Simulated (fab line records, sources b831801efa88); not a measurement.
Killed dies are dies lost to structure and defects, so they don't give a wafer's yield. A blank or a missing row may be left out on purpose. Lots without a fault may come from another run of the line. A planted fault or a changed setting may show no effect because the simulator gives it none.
fab line records | flow sky130
record lots=11 wafers=33 last_day=50
route steps=708 shown METAL2@485 VIA2@527 CAPM@537 METAL3@567 PAD_OPEN@708
lots that met no fault: from a run of the same line without faults
start_h: hours from the record's first day to the start of the lot's first wafer shown | wait_h: hours since the lot's step before | " the same as in the row above | L1.1+2: a row that stands for several wafers | - no value, or no start given | * or withheld: withheld | < > ~ a bound
route shown NAME@n: a module of which the file shows steps, and the number in the route of the first | usual: mean/standard deviation of fault-free wafers | same: alike in all rows | chamber/n: place in a boat | sites: the reading at each site | _std_site: their standard deviation | _edge_site: outer sites' mean less inner sites' | radius_mm: how far each site lies from the wafer's centre | mask NAME#n: copy n | behind: the tool/chamber that last shaped the wafer | hold: why the lot was held/for how many hours/how that ended | device: the transistor (n, p or np) that didn't switch | end of line: the same wafers' tests at the end of the route | a step without rows: its recipe alone | killed: dies lost to structure and defects at the first sort, not the wafer's yield | map: a wafer's dies, x killed, . not, _ none there
set.NAME: the setting as run; set.NAME@STEP: as run at that earlier step | model.NAME: the simulator's own value behind a step, which no gauge read
steps of the route over a sample of lots; a table a step, a row a wafer
services: from which hour (start_h, from the record's first day; less than 0 if before it) a tool's chamber was out of use, for how many hours, and why
## steps
# step SKY_METAL2_SPUTTER_02
# recipe material=AlCu target_thk_nm=250 power_w=10600 time_s=13.3 chamber_pressure_pa=0.4
# usual throttle_valve_pct=30.7/1.2
# columns lot.wafer tool chamber start_h wait_h throttle_valve_pct
L402.1 pvd_sputter-04 - 797.04 0.0 30.5
L402.5 " - " " 30.7
L402.6 " - " " 31.1
L403.3 pvd_sputter-03 - 803.72 0.0 33.2
L403.4 " - " " 29.8
L403.5 " - " " 33.3
L405.1 pvd_sputter-03 - 815.51 0.0 33.2
L405.2 " - " " 29.4
L405.4 " - " " 31.0
L406.1 pvd_sputter-01 - 826.45 0.0 29.9
L406.2 " - " " 32.0
L406.4 " - " " 29.6
L410.1 pvd_sputter-03 - 860.46 0.0 29.9
L410.2 " - " " 29.6
L410.4 " - " " 33.1
L411.1 pvd_sputter-01 - 872.65 0.0 30.1
L411.4 " - " " 30.1
L411.6 " - " " 30.2
L416.1 pvd_sputter-03 - 907.97 0.0 29.7
L416.2 " - " " 31.1
L416.3 " - " " 32.9
L417.3 pvd_sputter-03 - 918.58 0.0 33.2
L417.5 " - " " 30.9
L417.6 " - " " 33.3
L419.1 pvd_sputter-04 - 925.27 0.0 30.2
L419.3 " - " " 31.0
L419.6 " - " " 29.4
L420.3 pvd_sputter-03 - 931.07 0.0 29.7
L420.5 " - " " 33.2
L420.6 " - " " 31.1
L424.2 pvd_sputter-04 - 953.72 0.0 30.5
L424.3 " - " " 29.2
L424.6 " - " " 28.9
# step SKY_METAL2_CD_MEAS_15
# recipe target_cd_nm=140
# usual cd_nm=139.7/1.7
# columns lot.wafer tool chamber start_h wait_h cd_nm
L402.1 cd_sem-01 - 824.06 - 138.4
L402.5 " - " " 140.3
L402.6 " - " " 138.4
L403.3 cd_sem-02 - 830.19 - 140.1
L403.4 " - " " 141.0
L403.5 " - " " 138.8
L405.1 cd_sem-01 - 841.91 - 142.7
L405.2 " - " " 142.7
L405.4 " - " " 140.4
L406.1 cd_sem-02 - 852.70 - 140.6
L406.2 " - " " 141.7
L406.4 " - " " 140.0
L410.1 cd_sem-01 - 886.50 - 138.5
L410.2 " - " " 139.1
L410.4 " - " " 140.3
L411.1 cd_sem-01 - 898.80 - 140.2
L411.4 " - " " 139.4
L411.6 " - " " 139.6
L416.1 cd_sem-01 - 933.13 - 136.4
L416.2 " - " " 136.2
L416.3 " - " " 136.8
L417.3 cd_sem-02 - 943.29 - 141.2
L417.5 " - " " 141.0
L417.6 " - " " 140.4
L419.1 cd_sem-02 - 949.40 - 138.6
L419.3 " - " " 139.5
L419.6 " - " " 139.9
L420.3 cd_sem-01 - 955.35 - 140.1
L420.5 " - " " 141.5
L420.6 " - " " 140.8
L424.2 cd_sem-01 - 978.57 - 139.6
L424.3 " - " " 139.4
L424.6 " - " " 139.6
# step SKY_VIA2_SPUTTER_20
# recipe material=TiN target_thk_nm=20 chamber_pressure_pa=5 power_w=4000 time_s=80
# usual throttle_valve_pct=30.8/1.3
# columns lot.wafer tool chamber start_h wait_h throttle_valve_pct
L402.1 pvd_sputter-03 - 851.95 0.0 29.7
L402.5 " - " " 29.7
L402.6 " - " " 29.6
L403.3 pvd_sputter-01 - 858.79 0.0 29.5
L403.4 " - " " 32.1
L403.5 " - " " 32.1
L405.1 pvd_sputter-03 - 871.00 0.0 29.7
L405.2 " - " " 29.6
L405.4 " - " " 32.8
L406.1 pvd_sputter-01 - 881.35 0.0 29.6
L406.2 " - " " 32.0
L406.4 " - " " 29.8
L410.1 pvd_sputter-03 - 913.91 0.0 29.5
L410.2 " - " " 29.3
L410.4 " - " " 33.3
L411.1 pvd_sputter-02 - 926.45 0.0 30.1
L411.4 " - " " 31.5
L411.6 " - " " 29.9
L416.1 pvd_sputter-02 - 959.94 0.0 32.2
L416.2 " - " " 30.3
L416.3 " - " " 31.3
L417.3 pvd_sputter-01 - 970.21 0.0 29.9
L417.5 " - " " 30.4
L417.6 " - " " 30.0
L419.1 pvd_sputter-01 - 976.10 0.0 30.0
L419.3 " - " " 31.8
L419.6 " - " " 32.2
L420.3 pvd_sputter-02 - 982.00 0.0 31.5
L420.5 " - " " 31.5
L420.6 " - " " 30.2
L424.2 pvd_sputter-01 - 1004.47 0.0 30.0
L424.3 " - " " 29.9
L424.6 " - " " 30.2
# step SKY_CAPM_CVD_00
# recipe material=SiO2 target_thk_nm=15.5 temp_c=400 time_s=withheld rf_w=450
# usual heater_power_w=754/82
# columns lot.wafer tool chamber start_h wait_h heater_power_w
L402.1 pecvd-02 0 852.78 0.0 765
L402.5 " 0 " " 782
L402.6 " 1 " " 679
L403.3 pecvd-04 2 859.63 0.0 696
L403.4 " 0 " " 846
L403.5 " 2 " " 695
L405.1 pecvd-01 2 871.83 0.0 810
L405.2 " 1 " " 683
L405.4 " 1 " " 674
L406.1 pecvd-02 2 882.18 0.0 772
L406.2 " 0 " " 824
L406.4 " 2 " " 762
L410.1 pecvd-02 2 914.97 0.0 734
L410.2 " 0 " " 819
L410.4 " 2 " " 750
L411.1 pecvd-02 2 927.28 0.0 698
L411.4 " 1 " " 669
L411.6 " 0 " " 831
L416.1 pecvd-02 1 960.77 0.0 586
L416.2 " 2 " " 679
L416.3 " 0 " " 705
L417.3 pecvd-01 2 971.03 0.0 708
L417.5 " 0 " " 718
L417.6 " 1 " " 621
L419.1 pecvd-04 2 976.92 0.0 697
L419.3 " 1 " " 757
L419.6 " 2 " " 686
L420.3 pecvd-01 1 982.83 0.0 724
L420.5 " 1 " " 721
L420.6 " 0 " " 692
L424.2 pecvd-04 2 1005.29 0.0 622
L424.3 " 0 " " 781
L424.6 " 2 " " 631
# step SKY_CAPM_THK_MEAS_01
# recipe reads=SiO2_of_CAPM_CVD_00
# usual CAPM_CVD_00_THK=15.52/0.22
# columns lot.wafer tool chamber start_h wait_h CAPM_CVD_00_THK[nm]
L402.1 film_metro-02 - 852.81 - 15.08
L402.5 " - " " 15.52
L402.6 " - " " 15.45
L403.3 film_metro-01 - 859.67 - 15.59
L403.4 " - " " 15.68
L403.5 " - " " 15.55
L405.1 film_metro-03 - 871.85 - 15.46
L405.2 " - " " 15.67
L405.4 " - " " 15.98
L406.1 film_metro-01 - 882.20 - 15.30
L406.2 " - " " 15.52
L406.4 " - " " 15.57
L410.1 film_metro-03 - 914.99 - 15.34
L410.2 " - " " 15.25
L410.4 " - " " 15.81
L411.1 film_metro-03 - 927.30 - 15.34
L411.4 " - " " 15.47
L411.6 " - " " 13.77
L416.1 film_metro-01 - 960.79 - 15.32
L416.2 " - " " 15.34
L416.3 " - " " 13.90
L417.3 film_metro-03 - 971.08 - 15.56
L417.5 " - " " 15.61
L417.6 " - " " 15.79
L419.1 film_metro-03 - 976.94 - 15.23
L419.3 " - " " 15.59
L419.6 " - " " 15.59
L420.3 film_metro-01 - 982.87 - 15.26
L420.5 " - " " 15.68
L420.6 " - " " 15.34
L424.2 film_metro-02 - 1005.32 - 15.41
L424.3 " - " " 15.38
L424.6 " - " " 15.58
# step SKY_METAL3_ETCH_17
# recipe target=SiO2 stop_on=TiN chemistry=C4F8/O2/Ar source_w=1500 bias_w=1200 pressure_mtorr=40 c4f8_flow_sccm=withheld O2_flow_sccm=6 Ar_flow_sccm=300 time_s=3.9 target_depth_a=150
# usual oes_product_au=0.755/0.0075
# columns lot.wafer tool chamber start_h wait_h oes_product_au rf_hours_counter_h
L402.1 rie_diel-02 1 905.86 0.2 0.744 5
L402.5 " 3 " " 0.748 -
L402.6 " 0 " " 0.760 -
L403.3 rie_diel-02 1 911.18 0.0 0.768 5
L403.4 " 2 " " 0.755 1
L403.5 " 3 " " 0.756 -
L405.1 rie_diel-01 3 923.03 0.1 0.752 16
L405.2 " 0 " " 0.755 25
L405.4 " 2 " " 0.765 8
L406.1 rie_diel-01 0 933.90 0.2 0.745 25
L406.2 " 2 " " 0.757 8
L406.4 " 3 " " 0.760 17
L410.1 rie_diel-01 3 964.83 0.1 0.750 17
L410.2 " 1 " " 0.750 13
L410.4 " 2 " " 0.758 9
L411.1 rie_diel-02 0 977.21 0.1 0.752 16
L411.4 " 2 " " 0.747 4
L411.6 " 3 " " 0.713 -
L416.1 rie_diel-02 0 1008.43 0.1 0.748 17
L416.2 " 1 " " 0.747 8
L416.3 " 2 " " 0.713 5
L417.3 rie_diel-01 0 1017.22 0.0 0.766 28
L417.5 " 2 " " 0.755 -
L417.6 " 1 " " 0.768 -
L419.1 rie_diel-02 0 1022.88 0.1 0.748 17
L419.3 " 2 " " 0.753 5
L419.6 " 2 " " 0.752 -
L420.3 rie_diel-02 1 1029.32 0.0 0.749 9
L420.5 " 0 " " 0.747 -
L420.6 " 1 " " 0.754 -
L424.2 rie_diel-02 0 1051.13 0.1 0.752 19
L424.3 " 2 " " 0.748 6
L424.6 " 2 " " 0.757 -
# step SKY_PAD_OPEN_PROBE_99
# usual defect_limited_yield=82.3/1.9 killed_at_M0_to_M3=44/7.4 killed_at_M4_up=3.2/1.8 killed_at_contacts=25/5.2 killed_at_front_end=15/4.5 killed_at_other=0.2/0.43 killed_dies=87/9.6 killed_open=48/7.6 killed_short=40/5.7 sort_bin_3_pad_short=0.9/0.45 sort_bin_5_function=10.5/1.5 sort_bin_6_memory=6.3/1.2 sort_n_pass=405/9.6 sort_yield_pct=82.3/1.9
# same gross_dies=492 killed_at_back_side=0 sort_bin_4_leakage[%]=0 sort_bin_8_speed[%]=0
# columns lot.wafer tool chamber start_h wait_h defect_limited_yield[%] killed_at_M0_to_M3 killed_at_M4_up killed_at_contacts killed_at_front_end killed_at_other killed_dies killed_open killed_short sort_bin_3_pad_short[%] sort_bin_5_function[%] sort_bin_6_memory[%] sort_n_pass sort_yield_pct[%]
L417.3 prober-02 - 1169.38 0.2 82.9 36 3 25 20 0 84 51 33 1.4 11.0 4.7 408 82.9
L417.5 prober-02 - 1169.48 0.2 82.9 39 0 22 23 0 84 48 36 0.4 9.8 6.9 408 82.9
L417.6 prober-02 - 1169.53 0.2 79.5 40 2 34 25 0 101 57 44 0.6 12.8 7.1 391 79.5
L420.3 prober-01 - 1179.45 0.2 81.1 44 5 26 17 1 93 51 42 0.4 10.6 7.9 399 81.1
L420.5 prober-01 - 1179.55 0.2 80.5 47 3 24 22 0 96 54 42 1.2 9.3 8.9 396 80.5
L420.6 prober-01 - 1179.60 0.2 82.1 42 7 23 15 1 88 47 41 0.8 10.0 7.1 404 82.1
# killed by level:class
L417.3 CONTACT:geometric_particle:open=10 VIA2:geometric_particle:open=10 VIA3:geometric_particle:open=9 VIA1:geometric_particle:open=7 LI_CONTACT:geometric_particle:open=6 POLY_GATE:geometric_particle:short=5 LOCAL_INTERCONNECT:geometric_particle:short=5 POLY_GATE:geometric_particle:open=4
L417.5 VIA1:geometric_particle:open=9 CONTACT:geometric_particle:open=9 VIA2:geometric_particle:open=8 METAL1:geometric_particle:short=7 FIELD_ISO:geometric_particle:short=6 FIELD_ISO:geometric_particle:open=6 VIA3:geometric_particle:open=6 LI_CONTACT:geometric_particle:short=4
L417.6 LI_CONTACT:geometric_particle:open=11 VIA1:geometric_particle:open=11 CONTACT:geometric_particle:open=10 CONTACT:geometric_particle:short=8 POLY_GATE:geometric_particle:short=6 FIELD_ISO:geometric_particle:short=5 POLY_GATE:geometric_particle:open=5 METAL2:geometric_particle:short=5
L420.3 CONTACT:geometric_particle:open=9 LI_CONTACT:geometric_particle:open=8 METAL2:geometric_particle:short=8 VIA1:geometric_particle:open=7 VIA2:geometric_particle:open=7 POLY_GATE:geometric_particle:short=6 METAL1:geometric_particle:short=6 POLY_GATE:geometric_particle:open=5
L420.5 POLY_GATE:geometric_particle:open=9 VIA1:geometric_particle:open=9 VIA3:geometric_particle:open=7 CONTACT:geometric_particle:open=7 VIA1:geometric_particle:short=7 LI_CONTACT:geometric_particle:open=6 VIA2:geometric_particle:open=6 FIELD_ISO:geometric_particle:short=5
L420.6 VIA1:geometric_particle:open=12 CONTACT:geometric_particle:open=7 VIA1:geometric_particle:short=7 METAL2:geometric_particle:short=7 LI_CONTACT:geometric_particle:open=6 METAL1:geometric_particle:short=5 POLY_GATE:geometric_particle:open=5 FIELD_ISO:geometric_particle:short=4
## services
# columns tool chamber start_h hours kind
pvd_sputter-03 - 775.04 1.3 repair
rie_diel-02 3 778.03 3.1 repair
pecvd-04 2 778.37 7.1 repair
rie_diel-01 1 810.01 7.8 repair
pecvd-01 - 824.21 14.6 pm
rie_diel-01 1 827.06 4.0 repair
pecvd-04 1 844.40 5.5 repair
pvd_sputter-02 - 854.54 4.9 repair
pvd_sputter-03 - 879.64 4.4 repair
pvd_sputter-03 - 883.67 0.6 repair
pecvd-04 2 887.92 22.9 repair
pecvd-04 - 890.82 0.6 repair
pvd_sputter-01 - 894.88 70.8 repair
pecvd-04 - 917.76 6.0 pm
pecvd-02 0 939.39 5.1 repair
rie_diel-01 3 940.18 12.8 repair
rie_diel-01 0 940.48 4.9 repair
pecvd-04 - 941.46 2.8 pm
rie_diel-01 3 991.90 7.3 repair
pvd_sputter-03 - 993.22 1.9 repair
pecvd-02 2 993.52 7.2 repair
pvd_sputter-01 - 1007.28 4.8 repair
rie_diel-02 1 1014.75 3.0 repair
rie_diel-01 1 1038.67 1.5 repair
## key
first_sign step=SKY_CAPM_THK_MEAS_01 reading=CAPM_CVD_00_THK direction=down sigmas=7.6 usual=15.52 struck=13.83
effect step=SKY_METAL3_ETCH_17 reading=oes_product_au direction=down sigmas=5.6 usual=0.755 struck=0.713
met_at SKY_CAPM_CVD_00
struck_lots L411,L416
struck_wafers L411.6,L416.3
not_acting_at SKY_METAL2_SPUTTER_02,SKY_METAL2_CD_MEAS_15,SKY_VIA2_SPUTTER_20
onset_between 914.97 927.28
fault kind=process_parameter_drift tool=pecvd-02 chamber=0 onset_h=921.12 steps=SKY_CAPM_CVD_00 channel=time_s offset=withheld shape=step end_h=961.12 acts_in=*
